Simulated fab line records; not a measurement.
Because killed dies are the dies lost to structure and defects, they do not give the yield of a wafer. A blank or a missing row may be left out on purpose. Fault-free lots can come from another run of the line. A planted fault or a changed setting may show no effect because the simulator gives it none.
Problem report in the 8D (eight disciplines) form, filled by code ; flow gf180mcu ; the parts of the form that need people (team, actions taken, sign-off) are left out

== 1. WHAT WENT WRONG ==
Wafers without a fault read 1.002 a.u., standard deviation 0.0094; oesProductAu at GF_M5_ETCH_09 reads a mean of 0.921 a.u. on 2 wafers belonging to 2 lots. That puts it -8.6 standard deviations away from the usual mean.
The step: etches Si3N4 in CF4/O2, target depth 52 nm, time 11.6 s.
First seen on wafer L636.6, day 30 19:10, on rieDiel-02. The record has a number at this step for 38 wafers belonging to 13 lots. By rule, "out" or "out of limits" means more than 4 standard deviations away from the usual mean. The other wafers with a number count as sound.

== 2. WHAT IT IS; WHAT IT IS NOT ==
question;is;is not
which readings at this step;oesProductAu;drypumpMotorCurrentA
which lots;L636, L638;L622, L624, L626, L627, L628, L632, L639, L640, L641, L643, L644
which wafers of those lots;L636.6, L638.6;L636.1, L636.3, L638.1
read on which tools;rieDiel-02;rieDiel-01, rieDiel-03
when;from day 30 19:10;"up to then (20 sound wafers); but 16 sound wafers of L638, L639, L640, L641, L643, L644 came after"

== 3. WHAT RULES OUT EACH SUSPECT ==
Counting: if a tool at a process step up to the reading ran every lot that is out, it stays a suspect. Sound lots after the first of them don't rule it out here, since some wafers of a struck lot are sound.
- rieDiel-02 at GF_M5_ETCH_09 (etches Si3N4 in CF4/O2, target depth 52 nm, time 11.6 s): kept. Every lot that is out went through it, the first being L636 (day 30 19:10); the last sound lot it ran before that was L632 (day 29 20:22). Its own oesProductAu readings are out on those wafers.
Left after counting: rieDiel-02 at GF_M5_ETCH_09.

== 4. THE CAUSE (what the simulator had put in) ==
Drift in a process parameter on rieDiel-02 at GF_M5_ETCH_09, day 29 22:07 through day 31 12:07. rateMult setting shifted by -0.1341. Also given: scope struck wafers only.
This tool alone remained once counting was done.

== 5. SEQUENCE OF EFFECTS, ordered by route ==
Rows list readings where the struck wafers' mean (over those with a number) sits beyond 3 standard deviations from the usual. Only readings for which the record gives a usual standard deviation are gone through. hours: the time from each lot's start at the first step in this table that gives one to its start at this step, as a median over the lots. sigmas: the change in usual standard deviations.
hours;step;reading;usual;on struck wafers;change;sigmas
0;GF_M5_ETCH_09;oesProductAu;1.002 a.u.;0.921;-0.081;-8.6
0;GF_M5_ETCH_09;throttleValvePct;5.972 %;5.941;-0.031;-3.1
The process steps in it:
- GF_M5_ETCH_09: etches Si3N4 in CF4/O2, target depth 52 nm, time 11.6 s.

== 6. HOW IT WOULD HAVE BEEN CAUGHT EARLIER ==
21 hours passed between the start of the fault at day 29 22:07 and the first reading out of limits in this record, taken at day 30 19:10.
